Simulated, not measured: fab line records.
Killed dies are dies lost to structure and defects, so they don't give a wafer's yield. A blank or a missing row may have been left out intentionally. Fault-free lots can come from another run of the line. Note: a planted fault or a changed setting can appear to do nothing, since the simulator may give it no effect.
fab line records	flow sky130
record: lots: 10	wafers: 30	last-day: 50
route steps=708 shown VIA2@521 CAPM@539 PAD_OPEN@708
lots that met no fault: from a run of the same line without faults
start-h: hours from the record's first day to the start of the lot's first wafer shown	wait-h: hours since the lot's step before	" same as the row above	L1.1+2: a row that stands for several wafers	- no value, or no start was given	* or withheld: withheld	< > ~ a bound
route shown NAME@n: a module of which the file shows steps, and the number in the route of the first	usual: the fault-free wafers' mean and standard deviation	same: alike in all rows	chamber/n: place in a boat	sites: each site's reading	_std_site: standard deviation across them	_edge_site: the outer-site mean with the inner-site mean subtracted	radius-mm: how far each site lies from the wafer's centre	mask NAME#n: copy n	behind: tool/chamber where the wafer was last shaped	hold: why the lot was held/for how many hours/how that ended	device: the transistor (n, p or np) that didn't switch	end of line: tests of these same wafers at the route's end	a step with no rows: only its recipe	killed: dies lost to structure and defects at the first sort, not the wafer's yield	map: per-die view of a wafer (x killed, . not killed, _ where there is no die)
set.NAME: the run value of the setting; set.NAME@STEP: its run value at that earlier step	model.NAME: the simulator's own value behind a step, which no gauge read
one table for each step of the route and one row for each wafer, over a sample of lots
services: from which hour (start-h, from the record's first day; less than 0 if before it) a tool's chamber was out of use, for how many hours, and why
== steps ==
step: SKY_VIA2_ETCH_14
recipe: chemistry: N2/H2	target: BARC	ion-energy-ev: 200	source-w: 500	bias-w: 100	pressure-mtorr: 30	n2-flow-sccm: 100	h2-flow-sccm: 200	stop-on: SiO2	time-s: 45.9	target-depth-a: 600
usual: bias-w: 99.97/0.28	drypump-motor-current-A: 5.7/0.36	oes-product-au: 0.854/0.0046	rf-fwd-power-W: 494.0/2.3	throttle-valve-pct: 13.225/0.0095
lot.wafer	tool	chamber	start-h	wait-h	bias-w	drypump-motor-current-A	oes-product-au	rf-fwd-power-W	rf-hours-counter-h	throttle-valve-pct
L238.1	rie-diel-02	0	832.13	0.0	100.38	5.8	0.851	496.0	37	13.231
L238.4	"	0	"	"	99.71	5.8	0.854	492.0	-	13.227
L238.6	"	1	"	"	100.41	5.9	0.841	491.3	-	13.223
L243.1	rie-diel-02	2	888.39	0.0	100.06	6.2	0.854	495.3	4	13.220
L243.2	"	3	"	"	99.79	5.4	0.850	495.2	2	13.213
L243.6	"	2	"	"	99.71	6.2	0.856	493.5	-	13.224
L244.3	rie-diel-03	2	903.19	0.0	99.90	5.4	0.856	491.1	3	13.219
L244.4	"	2	"	"	99.98	5.4	0.850	492.3	-	13.243
L244.5	"	0	"	"	99.85	5.7	0.855	493.4	-	13.233
L248.1	rie-diel-03	0	936.98	0.0	100.12	5.6	0.856	494.9	15	13.217
L248.2	"	1	"	"	100.41	6.0	0.865	497.9	6	13.234
L248.4	"	2	"	"	100.01	5.4	0.855	490.1	4	13.226
L252.2	rie-diel-02	1	951.03	0.0	100.12	5.8	0.857	491.8	10	13.215
L252.3	"	3	"	"	99.89	5.3	0.855	497.2	4	13.218
L252.4	"	0	"	"	100.06	5.8	0.853	495.3	3	13.224
L253.1	rie-diel-04	1	959.63	0.0	100.24	6.2	0.857	495.2	9	13.222
L253.3	"	0	"	"	99.99	5.1	0.850	498.0	10	13.234
L253.4	"	3	"	"	100.19	5.2	0.853	491.2	22	13.230
L255.3	rie-diel-03	3	977.88	0.0	100.54	6.1	0.854	496.5	7	13.229
L255.5	"	2	"	"	99.56	5.4	0.853	493.4	-	13.229
L255.6	"	3	"	"	100.61	6.0	0.852	495.8	-	13.220
L256.1	rie-diel-02	1	984.53	0.0	99.61	5.8	0.849	493.3	11	13.227
L256.3	"	0	"	"	100.44	5.8	0.849	499.0	4	13.217
L256.6	"	1	"	"	99.80	5.8	0.853	491.7	-	13.232
L258.1	rie-diel-03	2	989.88	0.0	100.15	5.4	0.846	493.6	5	13.212
L258.2	"	3	"	"	99.88	6.1	0.850	493.4	7	13.214
L258.3	"	1	"	"	100.48	6.0	0.849	498.5	7	13.227
L259.2	rie-diel-02	1	996.94	0.0	100.18	5.8	0.858	490.2	12	13.229
L259.3	"	3	"	"	99.58	5.3	0.851	497.9	6	13.210
L259.4	"	0	"	"	100.18	5.7	0.855	495.7	5	13.230
step: SKY_VIA2_ETCH_15
recipe: target: SiO2	chemistry: C4F8/O2/Ar	target-depth-nm: 546	stop-on: TiN	mask-material: KrF-thick	source-w: 1500	bias-w: 1200	pressure-mtorr: 40	c4f8-flow-sccm: withheld	O2_flow_sccm: 6	Ar_flow_sccm: 300	time-s: 84
usual: bias-w: 1200/3.6	oes-product-au: 0.939/0.0051	rf-fwd-power-W: 1488/5.1
lot.wafer	tool	chamber	start-h	wait-h	bias-w	oes-product-au	rf-fwd-power-W	rf-hours-counter-h
L238.1	rie-diel-02	0	832.17	0.0	1194	0.934	1493	37
L238.4	"	0	"	"	1198	0.940	1490	-
L238.6	"	1	"	"	1196	0.936	1489	-
L243.1	rie-diel-02	2	888.43	0.0	1200	0.942	1489	4
L243.2	"	3	"	"	1199	0.941	1495	2
L243.6	"	2	"	"	1197	0.940	1488	-
L244.3	rie-diel-03	2	903.23	0.0	1198	0.943	1488	3
L244.4	"	2	"	"	1201	0.930	1485	-
L244.5	"	0	"	"	1199	0.946	1485	-
L248.1	rie-diel-03	0	937.02	0.0	1198	0.943	1477	15
L248.2	"	1	"	"	1197	0.950	1498	6
L248.4	"	2	"	"	1200	0.937	1486	4
L252.2	rie-diel-02	1	951.07	0.0	1196	0.944	1488	10
L252.3	"	3	"	"	1208	0.933	1502	4
L252.4	"	0	"	"	1204	0.938	1493	3
L253.1	rie-diel-04	1	959.67	0.0	1200	0.942	1487	9
L253.3	"	0	"	"	1197	0.938	1488	10
L253.4	"	3	"	"	1204	0.944	1484	22
L255.3	rie-diel-03	3	977.92	0.0	1202	0.939	1496	7
L255.5	"	2	"	"	1207	0.944	1486	-
L255.6	"	3	"	"	1201	0.940	1499	-
L256.1	rie-diel-02	1	984.57	0.0	1190	0.936	1490	11
L256.3	"	0	"	"	1204	0.946	1483	4
L256.6	"	1	"	"	1202	0.933	1482	-
L258.1	rie-diel-03	2	989.92	0.0	1200	0.940	1480	5
L258.2	"	3	"	"	1198	0.940	1485	7
L258.3	"	1	"	"	1196	0.939	1496	7
L259.2	rie-diel-02	1	996.98	0.0	1197	0.935	1485	12
L259.3	"	3	"	"	1200	0.937	1488	6
L259.4	"	0	"	"	1193	0.945	1488	5
step: SKY_CAPM_SPUTTER_02
recipe: material: TiN	target-thk-nm: 200	temp-c: 300	power-w: 6500	time-s: 166.7	chamber-pressure-pa: 0.4
usual: cathode-dc-power-W: 6499.9/1.1	substrate-temp-c: 300.04/0.19	throttle-valve-pct: 29.7/1.5
lot.wafer	tool	chamber	start-h	wait-h	cathode-dc-power-W	substrate-temp-c	throttle-valve-pct
L238.1	pvd-sputter-03	-	834.09	0.1	6500.9	300.03	29.5
L238.4	"	-	"	"	6499.8	300.12	31.1
L238.6	"	-	"	"	6500.6	299.71	29.4
L243.1	pvd-sputter-01	-	890.01	0.1	6499.6	299.63	29.2
L243.2	"	-	"	"	6501.2	300.21	29.8
L243.6	"	-	"	"	6500.2	299.91	29.6
L244.3	pvd-sputter-03	-	904.84	0.0	6499.4	299.87	26.3
L244.4	"	-	"	"	6500.4	299.59	30.4
L244.5	"	-	"	"	6501.3	299.83	29.7
L248.1	pvd-sputter-03	-	938.63	0.1	6501.2	299.77	31.2
L248.2	"	-	"	"	6498.5	300.45	30.3
L248.4	"	-	"	"	6499.1	300.14	26.3
L252.2	pvd-sputter-03	-	952.66	0.0	6359.2	300.15	29.9
L252.3	"	-	"	"	6360.8	300.08	30.6
L252.4	"	-	"	"	6360.9	300.18	29.8
L253.1	pvd-sputter-03	-	961.27	0.1	6360.8	300.03	29.7
L253.3	"	-	"	"	6359.7	300.12	31.0
L253.4	"	-	"	"	6359.8	299.86	30.3
L255.3	pvd-sputter-04	-	979.52	0.0	6500.7	299.84	28.1
L255.5	"	-	"	"	6500.8	300.34	30.5
L255.6	"	-	"	"	6499.9	300.19	28.0
L256.1	pvd-sputter-01	-	986.14	0.1	6498.0	300.00	29.8
L256.3	"	-	"	"	6501.3	300.09	31.8
L256.6	"	-	"	"	6497.6	300.00	29.1
L258.1	pvd-sputter-04	-	991.48	0.1	6501.1	299.85	30.3
L258.2	"	-	"	"	6499.5	300.00	30.1
L258.3	"	-	"	"	6501.0	299.84	28.2
L259.2	pvd-sputter-04	-	998.56	0.0	6501.1	299.96	28.0
L259.3	"	-	"	"	6501.2	300.15	30.6
L259.4	"	-	"	"	6500.8	300.07	30.1
step: SKY_CAPM_METAL_ETCH_13
recipe: target-depth-nm: 220	stop-on: SiO2	chemistry: Cl2/BCl3	target: TiN	pressure-mtorr: 10	icp-w: 900	bias-w: 48.5	Cl2_flow_sccm: 60	bcl3-flow-sccm: 30	time-s: 62.9
usual: bias-w: 48.51/0.16	drypump-motor-current-A: 5.7/0.51	oes-product-au: 0.940/0.0087	rf-fwd-power-W: 893/3.2	throttle-valve-pct: 21.903/0.01
lot.wafer	tool	chamber	start-h	wait-h	bias-w	drypump-motor-current-A	oes-product-au	rf-fwd-power-W	rf-hours-counter-h	throttle-valve-pct
L238.1	rie-metal-02	1	861.52	0.0	48.44	5.4	0.939	891	8	21.901
L238.4	"	1	"	"	48.38	5.4	0.951	897	-	21.919
L238.6	"	1	"	"	48.41	5.4	0.935	896	-	21.902
L243.1	rie-metal-01	1	915.37	0.0	48.30	5.0	0.941	898	5	21.912
L243.2	"	0	"	"	48.44	6.3	0.947	888	8	21.903
L243.6	"	0	"	"	48.73	6.3	0.945	890	-	21.888
L244.3	rie-metal-02	1	929.55	0.0	48.40	5.4	0.951	889	-	21.906
L244.4	"	0	"	"	48.51	6.3	0.939	891	-	21.886
L244.5	"	1	"	"	48.46	5.4	0.948	894	-	21.907
L248.1	rie-metal-02	0	962.57	0.0	48.51	6.3	0.947	897	0	21.901
L248.2	"	1	"	"	48.57	5.4	0.938	896	13	21.897
L248.4	"	0	"	"	48.44	6.3	0.930	894	-	21.908
L252.2	rie-metal-02	0	976.36	0.0	48.81	6.3	0.928	895	1	21.910
L252.3	"	0	"	"	48.75	6.3	0.938	896	-	21.895
L252.4	"	1	"	"	48.76	5.4	0.921	893	-	21.895
L253.1	rie-metal-02	1	985.41	0.0	48.66	5.4	0.922	891	14	21.926
L253.3	"	0	"	"	48.55	6.3	0.938	892	-	21.911
L253.4	"	1	"	"	48.51	5.4	0.931	890	-	21.910
L255.3	rie-metal-02	0	1002.79	0.0	48.60	6.3	0.937	893	-	21.899
L255.5	"	1	"	"	48.68	5.4	0.938	891	-	21.901
L255.6	"	0	"	"	48.29	6.3	0.946	892	-	21.888
L256.1	rie-metal-01	1	1009.01	0.0	48.86	5.0	0.927	892	10	21.906
L256.3	"	0	"	"	48.83	6.3	0.932	887	-	21.896
L256.6	"	0	"	"	48.32	6.3	0.930	889	-	21.920
L258.1	rie-metal-02	1	1014.76	0.0	48.62	5.4	0.927	897	15	21.904
L258.2	"	0	"	"	48.58	6.3	0.941	894	3	21.901
L258.3	"	1	"	"	48.52	5.4	0.940	891	-	21.909
L259.2	rie-metal-03	1	1021.77	0.0	48.63	5.6	0.938	897	17	21.891
L259.3	"	1	"	"	48.55	5.6	0.938	896	-	21.918
L259.4	"	0	"	"	48.44	5.5	0.932	891	-	21.898
step: SKY_PAD_OPEN_PROBE_99
usual: defect-limited-yield: 82.2/1.8	killed_at_M0_to_M3: 43/6.6	killed_at_M4_up: 3.2/1.9	killed-at-contacts: 25/5.3	killed-at-front-end: 16/4.5	killed-at-other: 0.3/0.63	killed-dies: 87/8.9	killed-open: 48/7.9	killed-short: 39/5.3	sort_bin_3_pad_short: 0.8/0.38	sort_bin_5_function: 10.5/1.5	sort_bin_6_memory: 6.4/1.2	sort-n-pass: 405/8.9	sort-yield-pct: 82.2/1.8
same: gross-dies: 492	killed-at-back-side: 0	sort_bin_4_leakage[%]: 0	sort_bin_8_speed[%]: 0
lot.wafer	tool	chamber	start-h	wait-h	defect-limited-yield[%]	killed_at_M0_to_M3	killed_at_M4_up	killed-at-contacts	killed-at-front-end	killed-at-other	killed-dies	killed-open	killed-short	sort_bin_3_pad_short[%]	sort_bin_5_function[%]	sort_bin_6_memory[%]	sort-n-pass	sort-yield-pct[%]
L238.1	prober-01	-	1064.94	0.1	86.6	29	1	25	11	0	66	31	35	0.8	7.1	5.5	426	86.6
L238.4	prober-01	-	1065.09	0.2	83.7	44	4	18	14	0	80	31	49	1.0	10.0	5.3	412	83.7
L238.6	prober-01	-	1065.19	0.2	80.3	52	2	26	17	0	97	58	38	0.8	10.6	8.3	395	80.3
L243.1	prober-02	-	1107.39	0.1	83.1	38	1	28	15	1	83	41	42	1.0	10.6	5.3	409	83.1
L243.2	prober-02	-	1107.44	0.1	81.3	46	1	29	15	1	92	56	36	0.6	14.4	3.7	400	81.3
L243.6	prober-02	-	1107.64	0.2	84.1	46	3	18	11	0	78	40	38	0.4	10.6	4.9	414	84.1
L244.3	prober-01	-	1117.84	0.2	82.7	41	4	24	16	0	85	46	39	0.6	10.2	6.5	407	82.7
L244.4	prober-01	-	1117.89	0.2	82.3	46	3	19	19	0	87	49	38	1.0	11.6	5.1	405	82.3
L244.5	prober-01	-	1117.94	0.2	81.3	42	5	26	19	0	92	50	42	0.4	10.8	7.5	400	81.3
L248.1	prober-01	-	1143.00	0.1	84.1	44	0	21	13	0	78	38	40	1.4	8.9	5.5	414	84.1
L248.2	prober-01	-	1143.05	0.1	85.4	42	1	17	11	1	72	42	30	0.8	7.5	6.3	420	85.4
L248.4	prober-01	-	1143.15	0.2	82.9	39	3	33	9	0	84	52	32	0.6	9.8	6.7	408	82.9
L252.2	prober-01	-	1156.96	0.1	80.1	43	3	27	25	0	98	67	31	0	12.4	7.5	394	80.1
L252.3	prober-01	-	1157.01	0.2	83.3	36	4	27	15	0	82	51	31	0.8	9.8	6.1	410	83.3
L252.4	prober-01	-	1157.06	0.2	78.7	39	5	40	21	0	105	61	44	1.0	12.6	7.7	387	78.7
L253.1	prober-02	-	1160.19	0.1	82.3	35	5	30	17	0	87	50	36	0.6	11.2	5.9	405	82.3
L253.3	prober-02	-	1160.29	0.2	78.7	55	3	22	25	0	105	57	46	1.4	12.2	7.7	387	78.7
L253.4	prober-02	-	1160.34	0.2	82.5	38	5	29	14	0	86	50	34	0.4	10.2	6.9	406	82.5
L255.3	prober-02	-	1175.18	0.2	79.3	51	6	30	15	0	102	62	40	1.0	12.8	6.9	390	79.3
L255.5	prober-02	-	1175.28	0.2	81.3	46	4	24	18	0	92	49	43	0.8	11.0	6.9	400	81.3
L255.6	prober-02	-	1175.33	0.2	85.0	36	3	23	12	0	74	36	38	0.2	9.8	5.1	418	85.0
L256.1	prober-01	-	1178.29	0.1	82.1	49	2	28	9	0	88	50	38	1.2	11.8	4.9	404	82.1
L256.3	prober-01	-	1178.39	0.2	83.5	41	3	23	14	0	81	45	35	0.8	10.2	5.5	411	83.5
L256.6	prober-01	-	1178.54	0.2	80.7	48	6	24	17	0	95	46	48	1.0	10.4	7.9	397	80.7
L258.1	prober-01	-	1183.70	0.1	81.9	37	3	31	18	0	89	49	39	1.2	8.3	8.5	403	81.9
L258.2	prober-01	-	1183.75	0.1	79.1	42	6	38	17	0	103	53	50	2.2	8.9	9.8	389	79.1
L258.3	prober-01	-	1183.80	0.2	81.9	47	2	16	24	0	89	51	38	1.0	10.2	6.9	403	81.9
L259.2	prober-02	-	1189.41	0.1	80.1	43	4	28	23	0	98	56	42	0.4	13.2	6.3	394	80.1
L259.3	prober-02	-	1189.46	0.2	79.5	42	2	29	27	1	101	65	36	0.2	13.8	6.5	391	79.5
L259.4	prober-02	-	1189.51	0.2	84.3	37	4	19	17	0	77	43	34	0.2	13.0	2.4	415	84.3
killed by level:class
L238.1 CONTACT:geometric-particle:open=8 LI_CONTACT:geometric-particle:open=5 CONTACT:geometric-particle:short=5 METAL2:geometric-particle:short=5 LOCAL_INTERCONNECT:geometric-particle:short=4 VIA1:geometric-particle:short=4 VIA1:geometric-particle:open=4 VIA3:geometric-particle:open=4
L238.4 VIA1:geometric-particle:short=10 VIA2:geometric-particle:open=8 METAL2:geometric-particle:short=8 VIA1:geometric-particle:open=7 FIELD_ISO:geometric-particle:short=5 METAL1:geometric-particle:short=5 LI_CONTACT:geometric-particle:short=4 LI_CONTACT:geometric-particle:open=4
L238.6 VIA2:geometric-particle:open=13 VIA1:geometric-particle:open=10 LI_CONTACT:geometric-particle:open=7 VIA3:geometric-particle:open=7 CONTACT:geometric-particle:open=7 FIELD_ISO:geometric-particle:open=5 LOCAL_INTERCONNECT:geometric-particle:short=5 VIA3:geometric-particle:short=4
L243.1 CONTACT:geometric-particle:open=8 FIELD_ISO:geometric-particle:open=7 LI_CONTACT:geometric-particle:open=7 METAL1:geometric-particle:short=6 VIA3:geometric-particle:open=6 CONTACT:geometric-particle:short=5 VIA2:geometric-particle:short=5 METAL2:geometric-particle:short=4
L243.2 CONTACT:geometric-particle:open=13 VIA1:geometric-particle:open=12 LI_CONTACT:geometric-particle:open=7 FIELD_ISO:geometric-particle:open=6 VIA2:geometric-particle:open=6 METAL2:geometric-particle:short=6 VIA3:geometric-particle:open=4 CONTACT:geometric-particle:short=4
L243.6 VIA1:geometric-particle:open=9 VIA3:geometric-particle:open=8 VIA2:geometric-particle:open=7 VIA1:geometric-particle:short=7 CONTACT:geometric-particle:short=5 CONTACT:geometric-particle:open=5 METAL2:geometric-particle:short=5 FIELD_ISO:geometric-particle:open=3
L244.3 VIA1:geometric-particle:open=10 FIELD_ISO:geometric-particle:short=7 CONTACT:geometric-particle:open=7 LI_CONTACT:geometric-particle:open=7 FIELD_ISO:geometric-particle:open=5 LOCAL_INTERCONNECT:geometric-particle:short=5 METAL1:geometric-particle:short=5 VIA2:geometric-particle:open=5
L244.4 VIA1:geometric-particle:open=11 VIA1:geometric-particle:short=8 CONTACT:geometric-particle:open=8 METAL2:geometric-particle:short=7 FIELD_ISO:geometric-particle:open=5 VIA2:geometric-particle:open=5 VIA3:geometric-particle:open=5 LOCAL_INTERCONNECT:geometric-particle:short=4
L244.5 CONTACT:geometric-particle:open=12 METAL1:geometric-particle:short=7 VIA1:geometric-particle:open=7 LI_CONTACT:geometric-particle:open=6 VIA3:geometric-particle:open=6 VIA3:geometric-particle:short=6 FIELD_ISO:geometric-particle:open=5 POLY_GATE:geometric-particle:open=4
L248.1 VIA1:geometric-particle:open=12 VIA3:geometric-particle:short=7 CONTACT:geometric-particle:open=6 METAL3:geometric-particle:short=6 VIA2:geometric-particle:open=6 LI_CONTACT:geometric-particle:short=5 FIELD_ISO:geometric-particle:short=4 LOCAL_INTERCONNECT:geometric-particle:short=4
L248.2 VIA1:geometric-particle:open=10 CONTACT:geometric-particle:open=8 VIA3:geometric-particle:open=6 METAL1:geometric-particle:short=5 VIA1:geometric-particle:short=5 POLY_GATE:geometric-particle:open=4 METAL2:geometric-particle:short=4 VIA2:geometric-particle:open=4
L248.4 CONTACT:geometric-particle:open=11 VIA2:geometric-particle:open=10 LI_CONTACT:geometric-particle:open=9 CONTACT:geometric-particle:short=6 VIA1:geometric-particle:open=6 VIA3:geometric-particle:open=5 VIA1:geometric-particle:short=5 POLY_GATE:geometric-particle:open=4
L252.2 POLY_GATE:geometric-particle:open=11 CONTACT:geometric-particle:open=11 VIA1:geometric-particle:open=9 LI_CONTACT:geometric-particle:open=8 VIA2:geometric-particle:open=8 VIA3:geometric-particle:open=6 FIELD_ISO:geometric-particle:short=5 METAL1:geometric-particle:short=5
L252.3 VIA1:geometric-particle:open=10 LI_CONTACT:geometric-particle:open=8 CONTACT:geometric-particle:open=8 POLY_GATE:geometric-particle:open=7 VIA1:geometric-particle:short=5 LOCAL_INTERCONNECT:geometric-particle:short=5 VIA3:geometric-particle:open=5 METAL1:geometric-particle:short=5
L252.4 CONTACT:geometric-particle:open=16 VIA2:geometric-particle:open=9 CONTACT:geometric-particle:short=8 LI_CONTACT:geometric-particle:open=7 METAL1:geometric-particle:short=7 LOCAL_INTERCONNECT:geometric-particle:short=6 VIA1:geometric-particle:open=6 VIA3:geometric-particle:open=6
L253.1 CONTACT:geometric-particle:open=11 FIELD_ISO:geometric-particle:open=7 LI_CONTACT:geometric-particle:open=7 VIA1:geometric-particle:open=6 VIA1:geometric-particle:short=6 CONTACT:geometric-particle:short=5 METAL2:geometric-particle:short=5 FIELD_ISO:geometric-particle:short=4
L253.3 VIA1:geometric-particle:open=10 VIA2:geometric-particle:open=9 VIA3:geometric-particle:open=9 FIELD_ISO:geometric-particle:open=8 FIELD_ISO:geometric-particle:short=7 CONTACT:geometric-particle:open=7 METAL2:geometric-particle:short=7 CONTACT:geometric-particle:short=6
L253.4 CONTACT:geometric-particle:open=13 METAL2:geometric-particle:short=7 LI_CONTACT:geometric-particle:open=6 POLY_GATE:geometric-particle:open=5 VIA1:geometric-particle:open=5 CONTACT:geometric-particle:short=5 VIA2:geometric-particle:open=5 FIELD_ISO:geometric-particle:open=4
L255.3 VIA1:geometric-particle:open=17 CONTACT:geometric-particle:open=12 LI_CONTACT:geometric-particle:open=8 METAL1:geometric-particle:short=8 VIA3:geometric-particle:open=5 METAL2:geometric-particle:short=5 METAL2:geometric-particle:open=4 LOCAL_INTERCONNECT:geometric-particle:short=4
L255.5 VIA2:geometric-particle:open=11 CONTACT:geometric-particle:short=7 LOCAL_INTERCONNECT:geometric-particle:short=6 CONTACT:geometric-particle:open=6 VIA1:geometric-particle:open=6 VIA3:geometric-particle:open=6 VIA1:geometric-particle:short=5 METAL1:geometric-particle:short=5
L255.6 CONTACT:geometric-particle:open=7 VIA1:geometric-particle:open=7 VIA2:geometric-particle:open=7 LOCAL_INTERCONNECT:geometric-particle:short=6 LI_CONTACT:geometric-particle:open=5 VIA1:geometric-particle:short=5 VIA2:geometric-particle:short=4 METAL2:geometric-particle:short=4
L256.1 VIA3:geometric-particle:open=11 CONTACT:geometric-particle:open=9 VIA1:geometric-particle:short=8 VIA1:geometric-particle:open=8 VIA2:geometric-particle:open=7 CONTACT:geometric-particle:short=6 LI_CONTACT:geometric-particle:open=5 FIELD_ISO:geometric-particle:open=4
L256.3 CONTACT:geometric-particle:open=10 VIA1:geometric-particle:open=9 VIA2:geometric-particle:open=8 VIA3:geometric-particle:open=7 FIELD_ISO:geometric-particle:short=4 POLY_GATE:geometric-particle:short=4 LI_CONTACT:geometric-particle:open=4 CONTACT:geometric-particle:short=4
L256.6 VIA1:geometric-particle:open=12 CONTACT:geometric-particle:open=10 VIA3:geometric-particle:open=9 FIELD_ISO:geometric-particle:short=7 METAL4:geometric-particle:short=6 CONTACT:geometric-particle:short=5 LI_CONTACT:geometric-particle:open=5 METAL1:geometric-particle:short=5
L258.1 CONTACT:geometric-particle:open=13 LI_CONTACT:geometric-particle:open=12 VIA1:geometric-particle:short=8 VIA1:geometric-particle:open=6 FIELD_ISO:geometric-particle:short=5 METAL2:geometric-particle:short=5 POLY_GATE:geometric-particle:open=4 VIA2:geometric-particle:short=4
L258.2 CONTACT:geometric-particle:open=16 VIA1:geometric-particle:open=12 LI_CONTACT:geometric-particle:short=6 LOCAL_INTERCONNECT:geometric-particle:short=6 METAL1:geometric-particle:short=6 POLY_GATE:geometric-particle:short=5 LI_CONTACT:geometric-particle:open=5 CONTACT:geometric-particle:short=5
L258.3 VIA1:geometric-particle:open=16 POLY_GATE:geometric-particle:open=8 LI_CONTACT:geometric-particle:open=6 METAL1:geometric-particle:short=6 FIELD_ISO:geometric-particle:short=5 POLY_GATE:geometric-particle:short=5 VIA2:geometric-particle:open=5 VIA3:geometric-particle:open=4
L259.2 CONTACT:geometric-particle:open=14 VIA1:geometric-particle:open=9 FIELD_ISO:geometric-particle:open=8 LI_CONTACT:geometric-particle:short=6 VIA2:geometric-particle:open=6 METAL2:geometric-particle:short=6 VIA3:geometric-particle:open=6 POLY_GATE:geometric-particle:short=5
L259.3 LI_CONTACT:geometric-particle:open=19 VIA1:geometric-particle:open=12 VIA2:geometric-particle:open=8 VIA3:geometric-particle:open=7 FIELD_ISO:geometric-particle:short=6 POLY_GATE:geometric-particle:short=6 CONTACT:geometric-particle:open=5 VIA1:geometric-particle:short=5
L259.4 VIA1:geometric-particle:open=11 CONTACT:geometric-particle:open=7 FIELD_ISO:geometric-particle:open=6 METAL1:geometric-particle:short=6 LI_CONTACT:geometric-particle:open=5 METAL2:geometric-particle:short=5 VIA2:geometric-particle:open=4 FIELD_ISO:geometric-particle:short=3
== services ==
tool	chamber	start-h	hours	kind
rie-metal-02	1	813.17	1.4	repair
rie-diel-02	3	814.56	-	clean
rie-diel-02	3	814.56	18.8	scheduled-down
rie-diel-03	3	826.75	3.7	repair
rie-diel-03	-	827.44	15.6	pm
pvd-sputter-01	-	828.92	1.6	repair
rie-diel-04	3	834.40	19.4	repair
rie-diel-02	-	837.70	0.6	repair
pvd-sputter-01	-	838.44	1.7	repair
rie-diel-03	2	849.04	7.3	repair
rie-diel-02	3	849.47	9.4	repair
pvd-sputter-03	-	856.70	2.2	repair
rie-metal-02	-	867.04	0.4	repair
rie-diel-04	3	885.28	6.2	repair
rie-diel-03	1	886.19	36.4	repair
rie-metal-01	1	891.71	4.9	repair
rie-diel-03	3	893.10	4.9	repair
rie-diel-04	2	896.27	6.9	repair
rie-metal-03	0	916.57	1.7	repair
pvd-sputter-01	-	927.11	4.4	repair
pvd-sputter-03	-	961.74	3.9	repair
rie-diel-03	-	964.78	6.4	repair
pvd-sputter-01	-	997.86	2.1	repair
rie-diel-02	0	1003.12	4.2	repair
== key ==
first-sign: step: SKY_CAPM_SPUTTER_02	reading: cathode-dc-power-W	direction: down	sigmas: 99+	usual: 6499.9	struck: 6360.2
effect none on later readings
met-at SKY_CAPM_SPUTTER_02
struck-lots L252,L253
not-acting-at SKY_VIA2_ETCH_14,SKY_VIA2_ETCH_15,SKY_CAPM_METAL_ETCH_13
onset-between 938.63 952.66
fault: kind: process-parameter-drift	tool: pvd-sputter-03	chamber: -	onset-h: 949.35	steps: SKY_CAPM_SPUTTER_02	channel: power-w	offset: *	shape: step	end-h: 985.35	acts-in: *	stated: *
